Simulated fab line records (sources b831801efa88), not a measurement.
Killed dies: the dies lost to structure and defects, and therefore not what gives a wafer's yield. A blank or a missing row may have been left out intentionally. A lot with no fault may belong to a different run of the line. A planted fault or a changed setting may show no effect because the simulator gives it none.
Split-lot trial -- flow sfqLine -- on a route of 325 steps: 5 lots, 15 wafers read

## THE SPLIT ITSELF
At SFQ_TRILAYER_I5_LITHO_COAT_149 (resist thk 62 nm), the setting spinRpm was moved away from the recipe's 3000 rpm on 6 of the 15 wafers read, by -4.8% to +6.9%. The other wafers ran this setting at the recipe's value.

No step appears in the file between the split and the reading.

## THE READING
etch.depthNm (the simulator's own value, which no gauge read), in nm, at SFQ_TRILAYER_I5_BARC_OPEN_VIA_ETCH_200 (etches BARC in O2, target depth 125 nm, time 41.7 s). No usual value for it is given in the file. Average 61.94 nm, standard deviation 0.21 nm, over the 9 wafers here run with the recipe.

wafer,"tool, chamber at the split","spinRpm as run, rpm",against the recipe,"etch.depthNm, nm",against lot-mates on the recipe
L075.1,"lithoTrack-02, 0",3000,recipe,62.17,-
L075.3,"lithoTrack-02, 0",3196,+6.5%,60.11,-2.06
L077.4,"lithoTrack-02, 0",3000,recipe,62,-
L077.5,"lithoTrack-02, 0",2856,-4.8%,63.44,+1.55
L077.6,"lithoTrack-02, 0",3000,recipe,61.77,-
L079.2,"lithoTrack-04, 0",3000,recipe,62.03,-
L079.4,"lithoTrack-04, 0",3000,recipe,62.08,-
L079.5,"lithoTrack-04, 0",3000,recipe,62.23,-
L083.3,"lithoTrack-02, 0",2928,-2.4%,62.82,+0.91
L083.6,"lithoTrack-02, 0",3000,recipe,61.91,-
L084.1,"lithoTrack-03, 0",3206,+6.9%,59.62,-2.00
L084.2,"lithoTrack-03, 0",3000,recipe,61.64,-
L084.3,"lithoTrack-03, 0",3000,recipe,61.6,-
L084.4,"lithoTrack-03, 0",3206,+6.9%,59.7,-1.92
L084.5,"lithoTrack-03, 0",3206,+6.9%,59.46,-2.16

FIT RESULTS
A straight line over all 15 wafers: etch.depthNm changes by -0.327 nm for each +1% of spinRpm; r = -0.99; the points scatter about the line by 0.21 nm.
The same after taking each lot's own level away (the mean of its wafers on the recipe; 15 wafers): -0.307 nm for each +1%; r = -1.00; scatter 0.098 nm.
On that fit, the largest move of spinRpm shifts the reading by 2.1 nm.
Measured against the standard deviation above, the lots' own levels, which go from 61.620 to 62.170 nm, span 2.6 times it.
The two slopes are in agreement: the lot-to-lot level therefore moves the slope only a little.
Check: for one of the wafers moved furthest among these (+6.9%), held out of the fit, the line's prediction against its lot-mates is -2.1 nm. Against them it came out at -2 nm.

## OTHER SPLITS APPLIED TO THESE WAFERS
Other splits were also applied to these wafers ahead of the reading. Each is held against what the fit with the lots' levels taken away leaves over:
other split on the same wafers,wafers away from the commonest value,r with etch.depthNm (lot level and that fit taken away)
SFQ_TRILAYER_I4_VIA_LITHO_COAT_103 resistThkNm,4,+0.16
SFQ_TRILAYER_JJ_CE_LITHO_COAT_119 spinRpm,6,-0.08
SFQ_TRILAYER_M5_LITHO_COAT_123 spinRpm,3,+0.15
SFQ_TRILAYER_R5_DEP_SPUTTER_132 powerW,0,-
SFQ_TRILAYER_R5_LITHO_COAT_136 resistThkNm,4,-0.34
SFQ_TRILAYER_R5_BARC_OPEN_METAL_ETCH_177 icpW,6,+0.34

## THE WHOLE CHAIN: every reading that the file lists as answering this split, in the file's order
step,what it does,reading,change (the file's fit),r (the file's)
SFQ_TRILAYER_I5_LITHO_COAT_149,resist thk 62 nm,"BARC_of_TRILAYER_I5_LITHO_COAT_149.thkNm (the simulator's own value, which no gauge read)",-0.303 nm for each +1% of the setting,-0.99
SFQ_TRILAYER_I5_BARC_OPEN_VIA_ETCH_200,"etches BARC in O2, target depth 125 nm, time 41.7 s","etch.depthNm (the simulator's own value, which no gauge read)",-0.307 nm for each +1% of the setting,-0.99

## THE FILE'S OWN FIT
etch.depthNm changes by -0.307 nm for each +1% of spinRpm, r = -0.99.
